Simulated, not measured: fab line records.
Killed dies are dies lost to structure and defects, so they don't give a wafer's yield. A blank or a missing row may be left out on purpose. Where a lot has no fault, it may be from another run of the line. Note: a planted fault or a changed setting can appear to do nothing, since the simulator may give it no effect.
The tool behind it: which one? :: flow gf180mcu :: 13 lots, 39 wafers sampled, at 6 steps of a route of 602

## WHAT EACH GAUGE READ, for each wafer
GF_STI_THK_MEAS_22. Usual: STI_OXIDATION_01_THK 14.94 nm, standard deviation 0.23.
lot: L652
measured: day 2 04:49
on: film_metro-02
STI_OXIDATION_01_THK (nm): 15.02 14.82 14.96
flag: 

lot: L653
measured: day 2 08:26
on: film_metro-02
STI_OXIDATION_01_THK (nm): 14.52 14.53 14.33
flag: 

lot: L655
measured: day 2 18:54
on: film_metro-01
STI_OXIDATION_01_THK (nm): 14.89 15.00 15.10
flag: 

lot: L657
measured: day 3 06:49
on: film_metro-02
STI_OXIDATION_01_THK (nm): 15.28 15.03 15.06
flag: 

lot: L658
measured: day 3 09:39
on: film_metro-04
STI_OXIDATION_01_THK (nm): 14.92 15.03 14.91
flag: 

lot: L659
measured: day 3 16:16
on: film_metro-04
STI_OXIDATION_01_THK (nm): 14.93 14.85 14.90
flag: 

lot: L667
measured: day 5 07:59
on: film_metro-04
STI_OXIDATION_01_THK (nm): 14.72 14.62 14.86
flag: 

lot: L668
measured: day 5 13:21
on: film_metro-04
STI_OXIDATION_01_THK (nm): 15.06 15.10 15.13
flag: 

lot: L669
measured: day 5 21:02
on: film_metro-02
STI_OXIDATION_01_THK (nm): 14.75 15.12 14.91
flag: 

lot: L670
measured: day 6 02:25
on: film_metro-02
STI_OXIDATION_01_THK (nm): 14.62 14.82 14.81
flag: 

lot: L671
measured: day 6 06:10
on: film_metro-02
STI_OXIDATION_01_THK (nm): 14.85 14.70 14.58
flag: 

lot: L673
measured: day 7 00:08
on: film_metro-01
STI_OXIDATION_01_THK (nm): 15.24 15.02 15.14
flag: 

lot: L675
measured: day 7 07:10
on: film_metro-01
STI_OXIDATION_01_THK (nm): 14.80 14.89 14.71
flag: 

GF_MVPSD_TW_MEAS_11. Usual: MVPSD_TW 554, standard deviation 4.8.
lot: L652
measured: day 5 00:46
on: film_metro-03
MVPSD_TW: 558 554 556
flag: 

lot: L653
measured: day 5 07:09
on: film_metro-03
MVPSD_TW: 557 559 560
flag: 

lot: L655
measured: day 5 16:14
on: film_metro-03
MVPSD_TW: 558 558 559
flag: 

lot: L657
measured: day 6 05:55
on: film_metro-01
MVPSD_TW: 552 550 549
flag: 

lot: L658
measured: day 6 11:34
on: film_metro-03
MVPSD_TW: 557 560 560
flag: 

lot: L659
measured: day 6 17:41
on: film_metro-04
MVPSD_TW: 546 547 546
flag: 

lot: L667
measured: day 8 13:29
on: film_metro-03
MVPSD_TW: 609 609 610 610 609 608
flag: OFF

lot: L668
measured: day 8 20:25
on: film_metro-01
MVPSD_TW: 600 602 606 604 602 603
flag: OFF

lot: L669
measured: day 9 06:20
on: film_metro-04
MVPSD_TW: 550 548 548
flag: 

lot: L670
measured: day 9 14:08
on: film_metro-04
MVPSD_TW: 549 552 552
flag: 

lot: L671
measured: day 9 19:42
on: film_metro-04
MVPSD_TW: 550 546 550
flag: 

lot: L673
measured: day 10 19:28
on: film_metro-03
MVPSD_TW: 560 562 561
flag: 

lot: L675
measured: day 11 00:55
on: film_metro-03
MVPSD_TW: 558 559 559
flag: 

GF_VT_IMPLANT_RS_MEAS_49: a four-point-probe measurement. Usual: MVPSD_RS 1170.3 ohm/sq, standard deviation 2.9.
lot: L652
measured: day 7 11:26
on: film_metro-03
MVPSD_RS (ohm/sq): 1175.0 1174.6 1175.2
flag: 

lot: L653
measured: day 7 18:56
on: film_metro-03
MVPSD_RS (ohm/sq): 1170.6 1171.8 1171.5
flag: 

lot: L655
measured: day 8 03:11
on: film_metro-04
MVPSD_RS (ohm/sq): 1170.0 1168.8 1164.2
flag: 

lot: L657
measured: day 8 19:22
on: film_metro-03
MVPSD_RS (ohm/sq): 1172.2 1170.7 1174.1
flag: 

lot: L658
measured: day 9 01:01
on: film_metro-04
MVPSD_RS (ohm/sq): 1168.7 1166.6 1167.7
flag: 

lot: L659
measured: day 9 09:08
on: film_metro-03
MVPSD_RS (ohm/sq): 1174.0 1170.5 1180.4
flag: 

lot: L667
measured: day 11 11:41
on: film_metro-04
MVPSD_RS (ohm/sq): 1332.4 1331.5 1329.2 1334.7 1333.2 1329.1
flag: OFF

lot: L668
measured: day 11 20:04
on: film_metro-04
MVPSD_RS (ohm/sq): 1331.6 1329.2 1331.0 1332.0 1330.0 1332.3
flag: OFF

lot: L669
measured: day 12 06:28
on: film_metro-01
MVPSD_RS (ohm/sq): 1172.4 1172.3 1172.7
flag: 

lot: L670
measured: day 12 15:29
on: film_metro-04
MVPSD_RS (ohm/sq): 1171.8 1169.6 1170.0
flag: 

lot: L671
measured: day 12 20:42
on: film_metro-04
MVPSD_RS (ohm/sq): 1169.5 1169.4 1167.9
flag: 

lot: L673
measured: day 14 00:16
on: film_metro-04
MVPSD_RS (ohm/sq): 1167.1 1164.2 1165.4
flag: 

lot: L675
measured: day 14 08:04
on: film_metro-03
MVPSD_RS (ohm/sq): 1173.1 1171.0 1171.7
flag: 

GF_POLY_GATE_THK_MEAS_17. Usual: POLY_GATE_OXIDATION_THK 4.00 nm, standard deviation 0.087.
lot: L652
measured: day 9 05:05
on: film_metro-03
POLY_GATE_OXIDATION_THK (nm): 3.96 3.93 3.88
flag: 

lot: L653
measured: day 9 16:50
on: film_metro-04
POLY_GATE_OXIDATION_THK (nm): 3.95 4.01 4.06
flag: 

lot: L655
measured: day 10 00:54
on: film_metro-04
POLY_GATE_OXIDATION_THK (nm): 3.85 3.83 3.88
flag: 

lot: L657
measured: day 10 14:35
on: film_metro-04
POLY_GATE_OXIDATION_THK (nm): 3.92 4.01 4.02
flag: 

lot: L658
measured: day 10 23:49
on: film_metro-02
POLY_GATE_OXIDATION_THK (nm): 4.10 4.01 4.07
flag: 

lot: L659
measured: day 11 04:49
on: film_metro-02
POLY_GATE_OXIDATION_THK (nm): 3.97 4.07 4.14
flag: 

lot: L669
measured: day 14 06:59
on: film_metro-02
POLY_GATE_OXIDATION_THK (nm): 3.99 4.06 4.00
flag: 

lot: L670
measured: day 14 16:20
on: film_metro-02
POLY_GATE_OXIDATION_THK (nm): 4.21 4.16 4.11
flag: 

lot: L671
measured: day 14 20:46
on: film_metro-02
POLY_GATE_OXIDATION_THK (nm): 3.86 3.96 3.88
flag: 

lot: L673
measured: day 16 04:36
on: film_metro-04
POLY_GATE_OXIDATION_THK (nm): 4.01 3.87 3.96
flag: 

lot: L675
measured: day 16 09:28
on: film_metro-04
POLY_GATE_OXIDATION_THK (nm): 3.85 3.85 3.86
flag: 

## TOOL THAT RAN EACH LOT (tool first, then ch and the chambers of the sampled wafers, then the start)
lot: L652
GF_MVPSD_IMPLANT_08: implanter-03 ch 0, day 5 00:22
GF_VT_IMPLANT_RTA_45: rtp_anneal-01 ch 0, day 7 10:59

lot: L653
GF_MVPSD_IMPLANT_08: implanter-04 ch 0, day 5 06:46
GF_VT_IMPLANT_RTA_45: rtp_anneal-01 ch 0, day 7 18:28

lot: L655
GF_MVPSD_IMPLANT_08: implanter-02 ch 0, day 5 15:50
GF_VT_IMPLANT_RTA_45: rtp_anneal-02 ch 0, day 8 02:44

lot: L657
GF_MVPSD_IMPLANT_08: implanter-02 ch 0, day 6 05:32
GF_VT_IMPLANT_RTA_45: rtp_anneal-01 ch 0, day 8 18:54

lot: L658
GF_MVPSD_IMPLANT_08: implanter-03 ch 0, day 6 11:10
GF_VT_IMPLANT_RTA_45: rtp_anneal-01 ch 0, day 9 00:33

lot: L659
GF_MVPSD_IMPLANT_08: implanter-03 ch 0, day 6 17:17
GF_VT_IMPLANT_RTA_45: rtp_anneal-02 ch 0, day 9 08:41

lot: L667
GF_MVPSD_IMPLANT_08: implanter-03 ch 0, day 8 13:05
GF_VT_IMPLANT_RTA_45: rtp_anneal-01 ch 0, day 11 11:13

lot: L668
GF_MVPSD_IMPLANT_08: implanter-03 ch 0, day 8 20:01
GF_VT_IMPLANT_RTA_45: rtp_anneal-02 ch 0, day 11 19:36

lot: L669
GF_MVPSD_IMPLANT_08: implanter-02 ch 0, day 9 05:56
GF_VT_IMPLANT_RTA_45: rtp_anneal-02 ch 0, day 12 06:00

lot: L670
GF_MVPSD_IMPLANT_08: implanter-02 ch 0, day 9 13:47
GF_VT_IMPLANT_RTA_45: rtp_anneal-01 ch 0, day 12 15:01

lot: L671
GF_MVPSD_IMPLANT_08: implanter-02 ch 0, day 9 19:19
GF_VT_IMPLANT_RTA_45: rtp_anneal-01 ch 0, day 12 20:14

lot: L673
GF_MVPSD_IMPLANT_08: implanter-04 ch 0, day 10 19:04
GF_VT_IMPLANT_RTA_45: rtp_anneal-02 ch 0, day 13 23:48

lot: L675
GF_MVPSD_IMPLANT_08: implanter-02 ch 0, day 11 00:31
GF_VT_IMPLANT_RTA_45: rtp_anneal-01 ch 0, day 14 07:36
- GF_MVPSD_IMPLANT_08
- GF_VT_IMPLANT_RTA_45: time 30 s.

## AS READ BY THE TOOLS THEMSELVES (means over the sampled wafers that have a number; for cases with no such wafer, the mark the record gives instead)
GF_MVPSD_IMPLANT_08. Usual: tilt_deg 0.001 degrees, standard deviation 0.021.
lot: L652
tool: implanter-03
tilt_deg (degrees): 0.033
flag: 

lot: L653
tool: implanter-04
tilt_deg (degrees): -0.005
flag: 

lot: L655
tool: implanter-02
tilt_deg (degrees): -0.003
flag: 

lot: L657
tool: implanter-02
tilt_deg (degrees): 0.006
flag: 

lot: L658
tool: implanter-03
tilt_deg (degrees): 0.017
flag: 

lot: L659
tool: implanter-03
tilt_deg (degrees): 0.021
flag: 

lot: L667
tool: implanter-03
tilt_deg (degrees): 3.669
flag: OFF

lot: L668
tool: implanter-03
tilt_deg (degrees): 3.655
flag: OFF

lot: L669
tool: implanter-02
tilt_deg (degrees): 0.014
flag: 

lot: L670
tool: implanter-02
tilt_deg (degrees): -0.033
flag: 

lot: L671
tool: implanter-02
tilt_deg (degrees): -0.033
flag: 

lot: L673
tool: implanter-04
tilt_deg (degrees): -0.017
flag: 

lot: L675
tool: implanter-02
tilt_deg (degrees): 0.011
flag: 

GF_VT_IMPLANT_RTA_45. Usual: lamp_power_pct 35.2 %, standard deviation 1.2; wafer_temp_C_max 1056.2, standard deviation 1.7.
lot: L652
tool: rtp_anneal-01
lamp_power_pct (%): 36.1
wafer_temp_C_max: 1055.4
flag: 

lot: L653
tool: rtp_anneal-01
lamp_power_pct (%): 36.1
wafer_temp_C_max: 1056.1
flag: 

lot: L655
tool: rtp_anneal-02
lamp_power_pct (%): 33.5
wafer_temp_C_max: 1057.5
flag: 

lot: L657
tool: rtp_anneal-01
lamp_power_pct (%): 36.1
wafer_temp_C_max: 1054.9
flag: 

lot: L658
tool: rtp_anneal-01
lamp_power_pct (%): 36.1
wafer_temp_C_max: 1056.3
flag: 

lot: L659
tool: rtp_anneal-02
lamp_power_pct (%): 33.6
wafer_temp_C_max: 1057.2
flag: 

lot: L667
tool: rtp_anneal-01
lamp_power_pct (%): 36.0
wafer_temp_C_max: 1054.7
flag: 

lot: L668
tool: rtp_anneal-02
lamp_power_pct (%): 33.6
wafer_temp_C_max: 1059.6
flag: 

lot: L669
tool: rtp_anneal-02
lamp_power_pct (%): 33.6
wafer_temp_C_max: 1058.2
flag: 

lot: L670
tool: rtp_anneal-01
lamp_power_pct (%): 36.0
wafer_temp_C_max: 1055.3
flag: 

lot: L671
tool: rtp_anneal-01
lamp_power_pct (%): 36.1
wafer_temp_C_max: 1055.1
flag: 

lot: L673
tool: rtp_anneal-02
lamp_power_pct (%): 33.6
wafer_temp_C_max: 1057.4
flag: 

lot: L675
tool: rtp_anneal-01
lamp_power_pct (%): 36.1
wafer_temp_C_max: 1054.7
flag: 

## THE ANSWER, worked out from the rows above alone
Rule: a lot counts as off when the mean over its wafers that have a number is more than 3 standard deviations away from the usual mean. A lot without any number at a reading at which 4 lots or more have one is off too. Where the step has rows for the other lots, those lots are counted as sound. First the gauges in route order, then the tools' own readings, where a lot's mean is used as printed above. The first step at which some lot is off is used, and at that step the reading that is off furthest; a lot without a number counts as furthest.
Off: at GF_MVPSD_TW_MEAS_11 (MVPSD_TW), L667, L668.
If a tool, at a process step before that reading, ran all the lots that are off and no sound lot after the first of them, it fits. The gauges at GF_MVPSD_TW_MEAS_11 aren't tried: what is off there is off at GF_VT_IMPLANT_RS_MEAS_49 too, on other tools, and a gauge's error can't cause that. One fits: implanter-03 at GF_MVPSD_IMPLANT_08. A fault onset in the window from L659 (day 6 17:17, its last sound lot) to L667 (day 8 13:05, its first lot off) fits.
The tool's own readings at GF_MVPSD_IMPLANT_08 bear it out: on the lots that are off they differ by more than 5 times the standard deviation of the sound lots' means. tilt_deg reads 3.662 degrees there against 0.001 degrees on the sound lots.

## WHAT THE SIMULATOR HAD PUT IN
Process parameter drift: implanter-03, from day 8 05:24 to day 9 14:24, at GF_MVPSD_IMPLANT_08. Setting tilt_deg, moved by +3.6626, from 0. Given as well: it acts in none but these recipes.
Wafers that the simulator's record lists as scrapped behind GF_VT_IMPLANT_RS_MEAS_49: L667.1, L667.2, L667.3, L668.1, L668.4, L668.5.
Struck lots among those shown: L667, L668. The rule above reached the same finding.
